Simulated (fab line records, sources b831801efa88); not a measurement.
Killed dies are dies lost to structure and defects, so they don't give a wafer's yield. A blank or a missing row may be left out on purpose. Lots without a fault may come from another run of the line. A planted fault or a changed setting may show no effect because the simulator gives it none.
One fault seen from 2 desks | flow sky130 | each desk has only its own numbers; what lay behind them comes last

THE TOOL OWNER'S DESK: hdpcvd-01
The tool's own readings at SKY_VIA4_HDPCVD_00 (deposits SiO2, target thk 1750 nm, time 291.7 s): means of the sampled wafers that have a number, for each lot that ran on this tool. A lot is out of limits, marked OUT, if its mean lies more than 4 standard deviations from the usual mean; the brackets give that distance.
Columns: A = sih4_flow_sccm at SKY_VIA4_HDPCVD_00, usual 60.00 sccm
lot  | first seen here | A
L781 | day 42 21:16    | 60.25
L783 | day 43 15:37    | 60.00
L787 | day 44 04:47    | 59.99
L788 | day 44 17:12    | 60.06
L794 | day 45 16:58    | 89.92 (+99 or more) OUT
L796 | day 46 02:34    | 90.00 (+99 or more) OUT
This desk's finding: out of limits on L794, L796; first on L794, day 45 16:58 (sih4_flow_sccm at SKY_VIA4_HDPCVD_00). In limits: L781, L783, L787, L788.

THE METROLOGY DESK
What the gauges read, lot by lot, whatever tool the lot ran on: means of the sampled wafers that have a number. A lot is out of limits, marked OUT, if its mean lies more than 4 standard deviations from the usual mean; the brackets give that distance.
Columns: A = VIA4_HDPCVD_THK at SKY_VIA4_THK_MEAS_01, usual 1743 nm
lot  | first seen here | A
L781 | day 42 21:27    | 1763
L782 | day 43 07:32    | 1742
L783 | day 43 15:47    | 1748
L784 | day 43 17:11    | 1701
L785 | day 43 23:47    | 1746
L786 | day 44 01:41    | 1728
L787 | day 44 04:59    | 1732
L788 | day 44 17:23    | 1750
L794 | day 45 17:10    | 2618 (+36) OUT
L796 | day 46 02:44    | 2632 (+37) OUT
L800 | day 47 09:44    | 1752
This desk's finding: out of limits on L794, L796; first on L794, day 45 17:10 (VIA4_HDPCVD_THK at SKY_VIA4_THK_MEAS_01). In limits: L781, L782, L783, L784, L785, L786, L787, L788, L800.

PUT TOGETHER
The tool owner's desk could have raised an alarm at day 45 16:58, on L794, L796.
The metrology desk could have raised an alarm at day 45 17:10, on L794, L796.
Of the lots named, all ran SKY_VIA4_HDPCVD_00 on hdpcvd-01.

WHAT THE SIMULATOR HAD PUT IN
Process parameter drift: hdpcvd-01, from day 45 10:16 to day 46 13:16, at SKY_VIA4_HDPCVD_00. Setting sih4_flow_sccm, moved by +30, from 60. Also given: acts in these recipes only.
Lots struck among those shown: L794, L796.
Hours from the fault's start to each desk's first reading out of limits: the tool owner's desk, 7; the metrology desk, 7.
